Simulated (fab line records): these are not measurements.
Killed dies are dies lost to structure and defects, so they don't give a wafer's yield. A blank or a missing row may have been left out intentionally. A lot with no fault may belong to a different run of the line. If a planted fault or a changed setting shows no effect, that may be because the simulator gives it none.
Which of the tools did it? + flow gf180mcu + 13 lots with 39 wafers sampled at 5 steps, on a route of 602 steps

== WHAT THE GAUGES SHOWED, per wafer ==
GF_HV_LDD_CD_MEAS_46: target cd 400 nm. Usual: cd_nm reads 400.0 nm (standard deviation 1.9).
| lot  | measured     | on        | cd_nm (nm)        | flag |
|------|--------------|-----------|-------------------|------|
| L158 | day 13 06:55 | cd_sem-01 | 396.4 398.4 398.1 |      |
| L159 | day 13 15:56 | cd_sem-01 | 401.4 397.5 399.8 |      |
| L163 | day 15 01:37 | cd_sem-01 | 398.7 400.6 398.3 |      |
| L164 | day 15 09:52 | cd_sem-02 | 400.3 402.1 400.5 |      |
| L165 | day 15 22:01 | cd_sem-02 | 403.1 400.7 403.1 |      |
| L166 | day 15 22:44 | cd_sem-02 | 397.7 400.0 398.7 |      |
| L170 | day 17 09:54 | cd_sem-01 | 395.5 397.0 396.1 |      |
| L171 | day 17 20:17 | cd_sem-01 | 400.0 398.7 400.2 |      |
| L173 | day 18 13:55 | cd_sem-02 | 405.4 401.4 402.9 |      |
| L174 | day 18 17:23 | cd_sem-02 | 401.7 401.4 400.1 |      |
| L175 | day 19 02:37 | cd_sem-02 | 401.7 401.2 399.2 |      |
| L176 | day 19 09:56 | cd_sem-02 | 399.4 401.1 401.2 |      |
| L178 | day 19 23:49 | cd_sem-02 | 400.2 400.3 399.4 |      |

GF_PSD_CD_MEAS_07: target cd 400 nm. Usual: cd_nm reads 400.3 nm (standard deviation 2.2).
| lot  | measured     | on        | cd_nm (nm)        | flag |
|------|--------------|-----------|-------------------|------|
| L158 | day 15 04:43 | cd_sem-02 | 400.5 400.5 404.9 |      |
| L159 | day 15 13:28 | cd_sem-02 | 399.4 399.7 399.7 |      |
| L163 | day 17 01:58 | cd_sem-01 | 399.2 400.7 398.5 |      |
| L164 | day 17 09:44 | cd_sem-01 | 405.2 405.6 402.0 |      |
| L165 | day 18 01:01 | cd_sem-01 | 399.5 399.2 398.9 |      |
| L166 | day 18 01:19 | cd_sem-02 | 397.9 400.8 398.2 |      |
| L170 | day 19 13:29 | cd_sem-02 | 398.9 400.8 399.4 |      |
| L171 | day 19 22:53 | cd_sem-02 | 401.2 399.9 400.8 |      |
| L173 | day 20 17:31 | cd_sem-02 | 404.0 401.1 402.0 |      |
| L174 | day 20 22:41 | cd_sem-02 | 397.2 397.0 395.1 |      |
| L175 | day 21 06:49 | cd_sem-02 | 401.2 400.6 401.3 |      |
| L176 | day 21 14:29 | cd_sem-01 | 401.4 403.1 401.7 |      |
| L178 | day 22 03:31 | cd_sem-01 | 401.7 398.8 399.0 |      |

GF_CONTACT_THK_MEAS_01. Usual: CONTACT_CVD_00_THK typically reads 301 nm, with standard deviation 3.
| lot  | measured     | on            | CONTACT_CVD_00_THK (nm) | flag |
|------|--------------|---------------|-------------------------|------|
| L158 | day 16 04:34 | film_metro-04 | 300 301 301             |      |
| L159 | day 16 12:43 | film_metro-03 | 294 298 297             |      |
| L163 | day 18 03:40 | film_metro-02 | 453 455 456             | OFF  |
| L164 | day 18 10:56 | film_metro-03 | 454 454 455             | OFF  |
| L165 | day 19 02:10 | film_metro-02 | 296 297 297             |      |
| L166 | day 19 02:40 | film_metro-04 | 450 456 454             | OFF  |
| L170 | day 20 15:46 | film_metro-02 | 307 302 303             |      |
| L171 | day 21 00:52 | film_metro-03 | 301 302 303             |      |
| L173 | day 21 19:28 | film_metro-03 | 296 299 297             |      |
| L174 | day 22 00:33 | film_metro-03 | 302 305 301             |      |
| L175 | day 22 08:52 | film_metro-02 | 298 300 296             |      |
| L176 | day 22 15:02 | film_metro-03 | 301 301 301             |      |
| L178 | day 23 04:55 | film_metro-02 | 298 300 295             |      |

== WHICH TOOL RAN EACH LOT (tool, then ch and the chambers of the sampled wafers, then the start) ==
| lot  | GF_SALICIDE_SPUTTER_03       | GF_CONTACT_CVD_00                |
|------|------------------------------|----------------------------------|
| L158 | pvd_sputter-02, day 16 04:00 | hdpcvd-01 ch 0,1, day 16 04:30   |
| L159 | pvd_sputter-04, day 16 12:08 | hdpcvd-01 ch 0,1, day 16 12:38   |
| L163 | pvd_sputter-01, day 18 03:05 | hdpcvd-01 ch 0,1,2, day 18 03:37 |
| L164 | pvd_sputter-02, day 18 10:23 | hdpcvd-01 ch 1,2, day 18 10:54   |
| L165 | pvd_sputter-01, day 19 01:36 | hdpcvd-02 ch 0,1,2, day 19 02:06 |
| L166 | pvd_sputter-02, day 19 02:07 | hdpcvd-01 ch 0,1, day 19 02:37   |
| L170 | pvd_sputter-04, day 20 15:06 | hdpcvd-02 ch 0,1,2, day 20 15:43 |
| L171 | pvd_sputter-01, day 21 00:17 | hdpcvd-02 ch 0,2, day 21 00:49   |
| L173 | pvd_sputter-04, day 21 18:55 | hdpcvd-01 ch 0,1,2, day 21 19:25 |
| L174 | pvd_sputter-01, day 21 23:54 | hdpcvd-01 ch 0,2, day 22 00:29   |
| L175 | pvd_sputter-01, day 22 08:19 | hdpcvd-01 ch 0,2, day 22 08:49   |
| L176 | pvd_sputter-01, day 22 14:28 | hdpcvd-01 ch 0,1,2, day 22 14:58 |
| L178 | pvd_sputter-04, day 23 04:21 | hdpcvd-01 ch 0,1,2, day 23 04:52 |
- GF_SALICIDE_SPUTTER_03: material TiN, target thk 20 nm, time 16.7 s.
- GF_CONTACT_CVD_00: deposits SiO2, target thk 300 nm, time 50 s.

== AS READ BY THE TOOLS THEMSELVES (means over the sampled wafers that have a number; for cases with no such wafer, the mark the record gives instead) ==
GF_SALICIDE_SPUTTER_03. Usual: throttle_valve_pct reads 29.3 % (standard deviation 0.88).
| lot  | tool           | throttle_valve_pct (%) | flag |
|------|----------------|------------------------|------|
| L158 | pvd_sputter-02 | 29.1                   |      |
| L159 | pvd_sputter-04 | 29.9                   |      |
| L163 | pvd_sputter-01 | 28.8                   |      |
| L164 | pvd_sputter-02 | 29.3                   |      |
| L165 | pvd_sputter-01 | 28.6                   |      |
| L166 | pvd_sputter-02 | 28.6                   |      |
| L170 | pvd_sputter-04 | 30.2                   |      |
| L171 | pvd_sputter-01 | 28.3                   |      |
| L173 | pvd_sputter-04 | 29.9                   |      |
| L174 | pvd_sputter-01 | 28.6                   |      |
| L175 | pvd_sputter-01 | 29.1                   |      |
| L176 | pvd_sputter-01 | 29.1                   |      |
| L178 | pvd_sputter-04 | 30.2                   |      |

GF_CONTACT_CVD_00. Usual: sih4_flow_sccm reads 60.01 sccm (standard deviation 0.17).
| lot  | tool      | sih4_flow_sccm (sccm) | flag |
|------|-----------|-----------------------|------|
| L158 | hdpcvd-01 | 60.10                 |      |
| L159 | hdpcvd-01 | 59.97                 |      |
| L163 | hdpcvd-01 | 90.01                 | OFF  |
| L164 | hdpcvd-01 | 90.26                 | OFF  |
| L165 | hdpcvd-02 | 60.15                 |      |
| L166 | hdpcvd-01 | 89.91                 | OFF  |
| L170 | hdpcvd-02 | 59.97                 |      |
| L171 | hdpcvd-02 | 59.96                 |      |
| L173 | hdpcvd-01 | 59.97                 |      |
| L174 | hdpcvd-01 | 60.24                 |      |
| L175 | hdpcvd-01 | 60.04                 |      |
| L176 | hdpcvd-01 | 59.98                 |      |
| L178 | hdpcvd-01 | 60.02                 |      |

== THE ANSWER, worked out from the rows above alone ==
Rule: lot off if the mean of its wafers having a number is beyond 3 standard deviations from the usual mean. Also off: a lot with no number at a reading for which 4 or more lots have one. All remaining lots with rows at the step are treated as sound. First the gauges in route order, then the tools' own readings, where a lot's mean is used as printed above. At the first step where some lot is off, the reading lying furthest off is the one used; lots without a number count as furthest.
Off: L163, L164, L166, seen at GF_CONTACT_THK_MEAS_01 (CONTACT_CVD_00_THK).
If a tool, at a process step before that reading, ran all the lots that are off and no sound lot after the first of them, it fits. The gauges at GF_CONTACT_THK_MEAS_01 aren't tried: what is off there is off at GF_CONTACT_CVD_00 too, on other tools, and a gauge's error can't cause that. No candidate that was tried fits.

== WHAT THE SIMULATOR HAD PUT IN ==
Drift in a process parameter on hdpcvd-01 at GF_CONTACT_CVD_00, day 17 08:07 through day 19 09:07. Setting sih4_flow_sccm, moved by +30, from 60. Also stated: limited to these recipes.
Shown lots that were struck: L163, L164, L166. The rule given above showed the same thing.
